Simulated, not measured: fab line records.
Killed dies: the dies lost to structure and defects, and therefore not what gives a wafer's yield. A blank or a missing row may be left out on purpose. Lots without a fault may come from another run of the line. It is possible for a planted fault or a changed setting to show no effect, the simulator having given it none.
Which of the tools did it? | flow sky130 | 13 lots with 39 wafers sampled at 3 steps, on a route of 708 steps

== WHAT THE GAUGES READ, wafer by wafer ==
SKY_LDD_P_TW_MEAS_11.
lot  | measured     | on            | LDD_P_TW
L574 | day 18 20:43 | film metro-01 | 628 629 628
L576 | day 19 23:34 | film metro-03 | 646 650 646
L577 | day 20 11:26 | film metro-02 | 30 30 30
L578 | day 20 12:04 | film metro-01 | 629 632 626
L580 | day 21 16:47 | film metro-01 | 626 628 628
L587 | day 24 05:46 | film metro-02 | 638 639 641
L586 | day 24 06:41 | film metro-02 | 641 641 637
L589 | day 24 19:20 | film metro-01 | 627 630 626
L590 | day 25 03:58 | film metro-03 | 648 645 650
L591 | day 25 11:32 | film metro-03 | 650 652 646
L593 | day 25 21:38 | film metro-02 | 639 638 636
L596 | day 27 00:22 | film metro-01 | 628 627 630
L597 | day 28 01:58 | film metro-01 | 635 633 629

== TOOL THAT RAN EACH LOT (tool first, then ch and the chambers of the sampled wafers, then the start) ==
lot  | SKY_LDD_N_STRIP_16                   | SKY_LDD_P_STRIP_10
L574 | plasma asher-03 ch 1, day 17 15:17   | plasma asher-01 ch 0,1, day 18 20:37
L576 | plasma asher-01 ch 0,1, day 18 17:15 | plasma asher-01 ch 0,1, day 19 23:28
L577 | plasma asher-03 ch 0,1, day 19 06:17 | plasma asher-03 ch 0,1, day 20 11:19
L578 | plasma asher-02 ch 0,1, day 19 06:35 | plasma asher-01 ch 0,1, day 20 11:58
L580 | plasma asher-02 ch 0,1, day 20 08:23 | plasma asher-03 ch 0,1, day 21 16:42
L587 | plasma asher-03 ch 0,1, day 23 00:20 | plasma asher-01 ch 0,1, day 24 05:40
L586 | plasma asher-01 ch 0,1, day 23 00:46 | plasma asher-01 ch 0,1, day 24 06:34
L589 | plasma asher-03 ch 0,1, day 23 12:50 | plasma asher-04 ch 0,1, day 24 19:15
L590 | plasma asher-03 ch 0,1, day 23 21:41 | plasma asher-03 ch 0,1, day 25 03:52
L591 | plasma asher-02 ch 0,1, day 24 05:14 | plasma asher-01 ch 0,1, day 25 11:26
L593 | plasma asher-03 ch 0,1, day 24 14:59 | plasma asher-03 ch 0,1, day 25 21:32
L596 | plasma asher-01 ch 1, day 25 18:17   | plasma asher-03 ch 0,1, day 27 00:16
L597 | plasma asher-03 ch 0,1, day 26 20:41 | plasma asher-03 ch 0,1, day 28 01:52
- SKY_LDD_N_STRIP_16: strips in O2/N2.
- SKY_LDD_P_STRIP_10: strips in O2/N2.

== WHAT THE TOOLS THEMSELVES READ (means of the sampled wafers that have a number; where no wafer has one, the mark that the record gives instead) ==
SKY_LDD_N_STRIP_16.
lot  | tool            | chamber pressure mTorr (mTorr) | drypump motor current A (A) | oes product au (a.u.) | strip time to endpoint s (s)
L574 | plasma asher-03 | 1500.9                         | 6.1                         | 0.408                 | 4.320
L576 | plasma asher-01 | 1500.0                         | 5.4                         | 0.406                 | 4.333
L577 | plasma asher-03 | 1507.4                         | 5.7                         | 0.654                 | -
L578 | plasma asher-02 | 1501.6                         | 5.7                         | 0.406                 | 4.310
L580 | plasma asher-02 | 1499.3                         | 6.0                         | 0.408                 | 4.305
L587 | plasma asher-03 | 1499.7                         | 5.9                         | 0.411                 | 4.324
L586 | plasma asher-01 | 1499.0                         | 5.8                         | 0.408                 | 4.293
L589 | plasma asher-03 | 1499.7                         | 5.9                         | 0.409                 | 4.316
L590 | plasma asher-03 | 1500.2                         | 5.9                         | 0.406                 | 4.311
L591 | plasma asher-02 | 1501.1                         | 6.0                         | 0.407                 | 4.329
L593 | plasma asher-03 | 1498.3                         | 5.6                         | 0.404                 | 4.308
L596 | plasma asher-01 | 1500.5                         | 5.1                         | 0.407                 | 4.322
L597 | plasma asher-03 | 1501.0                         | 5.6                         | 0.409                 | 4.317

SKY_LDD_P_STRIP_10.
lot  | tool            | chamber pressure mTorr (mTorr) | drypump motor current A (A) | oes product au (a.u.) | strip time to endpoint s (s)
L574 | plasma asher-01 | 1500.1                         | 5.8                         | 0.714                 | 14.16
L576 | plasma asher-01 | 1498.7                         | 5.8                         | 0.717                 | 14.17
L577 | plasma asher-03 | 1500.7                         | 5.6                         | 0.717                 | 17.80
L578 | plasma asher-01 | 1500.9                         | 5.8                         | 0.712                 | 14.20
L580 | plasma asher-03 | 1499.5                         | 5.9                         | 0.717                 | 14.20
L587 | plasma asher-01 | 1499.5                         | 5.8                         | 0.713                 | 14.13
L586 | plasma asher-01 | 1501.0                         | 5.8                         | 0.718                 | 14.18
L589 | plasma asher-04 | 1501.0                         | 6.1                         | 0.716                 | 14.19
L590 | plasma asher-03 | 1501.3                         | 5.7                         | 0.714                 | 14.26
L591 | plasma asher-01 | 1500.4                         | 5.8                         | 0.714                 | 14.13
L593 | plasma asher-03 | 1500.9                         | 5.7                         | 0.718                 | 14.16
L596 | plasma asher-03 | 1498.3                         | 5.7                         | 0.713                 | 14.11
L597 | plasma asher-03 | 1500.1                         | 5.7                         | 0.716                 | 14.17

== THE ANSWER, worked out from the rows above alone ==
Rule: the usual values come from the lots themselves. Put in order of their means at a reading, lots are off if they are a third of the lots or fewer, leave a main group of 4 or more, and stand apart from it by a gap of 3 or more times the standard deviation of the main group's means; of several such gaps the widest counts. A main group whose means are all the same, to the digits that the tables above print for the reading, isn't used. Also off: a lot with no number at a reading for which 4 or more lots have one. Any other lot the step has rows for is counted as sound. After the gauges, taken in route order, come the tools' own readings; for these a lot's mean is taken, as printed above. The first step at which some lot is off is used, and at that step the reading that is off furthest; a lot without a number counts as furthest.
Off: L577, at SKY_LDD_P_TW_MEAS_11 (LDD_P_TW). The main group has a mean of 636 with a standard deviation of 8.1.
If a tool, at a process step before that reading, ran all the lots that are off and no sound lot after the first of them, it fits. The gauges at SKY_LDD_P_TW_MEAS_11 aren't tried: what is off there is off at SKY_LDD_N_STRIP_16 too, on other tools, and a gauge's error can't cause that. Not one of the candidates tried fits.

== WHAT THE SIMULATOR HAD PUT IN ==
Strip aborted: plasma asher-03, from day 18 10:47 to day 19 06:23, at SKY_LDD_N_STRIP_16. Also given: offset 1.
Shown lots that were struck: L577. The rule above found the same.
